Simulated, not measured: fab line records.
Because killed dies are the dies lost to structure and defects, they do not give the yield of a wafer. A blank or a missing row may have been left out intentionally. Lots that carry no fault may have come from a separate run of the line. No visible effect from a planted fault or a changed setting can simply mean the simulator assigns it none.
Split-lot trial ; flow gf180mcu ; on a route of 602 steps: 5 lots, 23 wafers read

== THE SPLIT ITSELF ==
At GF_NSD_IMPLANT_09, the setting energy_kev was moved away from the recipe's 60 on 9 of the 23 wafers read, by -8.9% to +8.3%. For the rest of the wafers, this setting stayed at what the recipe calls for.

== FROM THE SPLIT TO THE READING: what the file shows between them, 10 steps ==
- GF_NSD_IMPLANT_10
- GF_NSD_STRIP_11: strips in O2/N2
- GF_NSD_TW_MEAS_12
- GF_PSD_DEVELOP_06: develop time 60 s (also split here: dev_temp_c)
- GF_PSD_CD_MEAS_07: target cd 400 nm
- GF_PSD_IMPLANT_09 (also split here: dose_cm2)
- GF_PSD_STRIP_10: strips in O2/N2
- GF_PSD_TW_MEAS_11
- GF_PSD_CLEAN_12: cleans in SC1/SC2, time 150 s
- GF_PSD_RTA_13: time 20 s

== THE READING ==
NSD_RS, in ohm/sq, at GF_PSD_RS_MEAS_14 (measures by four-point-probe). Fault-free wafers of this fab line usually give 46.06 ohm/sq, standard deviation 0.081 ohm/sq.

wafer;tool, chamber at the split;energy_kev as run;against the recipe;NSD_RS, ohm/sq;against lot-mates on the recipe
L074.2;implanter-01, 0;64.97;+8.3%;44.66;-1.43
L074.3;implanter-01, 0;60;recipe;46.04;-
L074.4;implanter-01, 0;64.97;+8.3%;44.66;-1.43
L074.5;implanter-01, 0;60;recipe;46.18;-
L074.6;implanter-01, 0;60;recipe;46.04;-
L078.1;implanter-02, 0;54.67;-8.9%;47.62;+1.61
L078.2;implanter-02, 0;54.67;-8.9%;47.55;+1.54
L078.4;implanter-02, 0;60;recipe;46.04;-
L078.5;implanter-02, 0;60;recipe;45.98;-
L078.6;implanter-02, 0;60;recipe;46.00;-
L082.2;implanter-02, 0;60;recipe;46.07;-
L082.3;implanter-02, 0;60;recipe;46.01;-
L082.4;implanter-02, 0;60;recipe;46.05;-
L084.1;implanter-04, 0;63.42;+5.7%;45.09;-1.00
L084.2;implanter-04, 0;63.42;+5.7%;45.12;-0.97
L084.3;implanter-04, 0;60;recipe;46.06;-
L084.4;implanter-04, 0;63.42;+5.7%;45.01;-1.08
L084.6;implanter-04, 0;60;recipe;46.12;-
L085.1;implanter-02, 0;60;recipe;45.95;-
L085.3;implanter-02, 0;62.05;+3.4%;45.50;-0.52
L085.4;implanter-02, 0;60;recipe;46.10;-
L085.5;implanter-02, 0;60;recipe;46.01;-
L085.6;implanter-02, 0;62.05;+3.4%;45.39;-0.63

THE FIT
A straight line over all 23 wafers: NSD_RS changes by -0.171 ohm/sq for each +1% of energy_kev; r = -1.00; the points scatter about the line by 0.055 ohm/sq.
The same after taking each lot's own level away (the mean of its wafers on the recipe; 23 wafers): -0.176 ohm/sq for each +1%; r = -1.00; scatter 0.048 ohm/sq.
According to that fit, moving energy_kev by its largest amount changes the reading by 1.6 ohm/sq.
Measured against the standard deviation above, the lots' own levels, which go from 46.007 to 46.090 ohm/sq, span 1.0 times it.
The two slopes are in agreement: the lot-to-lot level therefore moves the slope only a little.
Check: with one of the wafers moved furthest among these (-8.9%) left out of the fit, the line predicts +1.55 ohm/sq for it against its lot-mates. It came out at +1.61 ohm/sq against them.

== OTHER SPLITS ON THESE WAFERS ==
Other splits were also applied to these wafers ahead of the reading. Each is held against what the fit with the lots' levels taken away leaves over:
other split on the same wafers;wafers away from the commonest value;r with NSD_RS (lot level and that fit taken away)
GF_HV_LDD_COAT_26 resist_thk_nm;10;+0.35
GF_HV_LDD_IMPLANT_35 dose_cm2;5;+0.09
GF_HV_LDD_COAT_41 spin_rpm;7;-0.04
GF_HV_LDD_CVD_54 target_thk_nm;10;+0.11
GF_PSD_DEVELOP_06 dev_temp_c;12;+0.03
GF_PSD_IMPLANT_09 dose_cm2;6;+0.20

== THE WHOLE CHAIN: every reading that the file lists as answering this split, in the file's order ==
step;what it does;reading;change (the file's fit);r (the file's)
GF_NSD_IMPLANT_09;;implant.rp_nm (the simulator's own value, which no gauge read);+0.311 nm for each +1% of the setting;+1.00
GF_NSD_IMPLANT_09;;implant.drp_nm (the simulator's own value, which no gauge read);+0.123 nm for each +1% of the setting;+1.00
GF_NSD_STRIP_11;strips in O2/N2;strip_time_to_endpoint_s;withheld for each +1% of the setting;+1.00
GF_NSD_TW_MEAS_12;;NSD_TW;+9.41 for each +1% of the setting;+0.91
GF_PSD_RS_MEAS_14;measures by four-point-probe;NSD_RS;-0.175 for each +1% of the setting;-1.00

== THE FILE'S OWN FIT ==
NSD_RS changes by -0.175 ohm/sq for each +1% of energy_kev, r = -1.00.
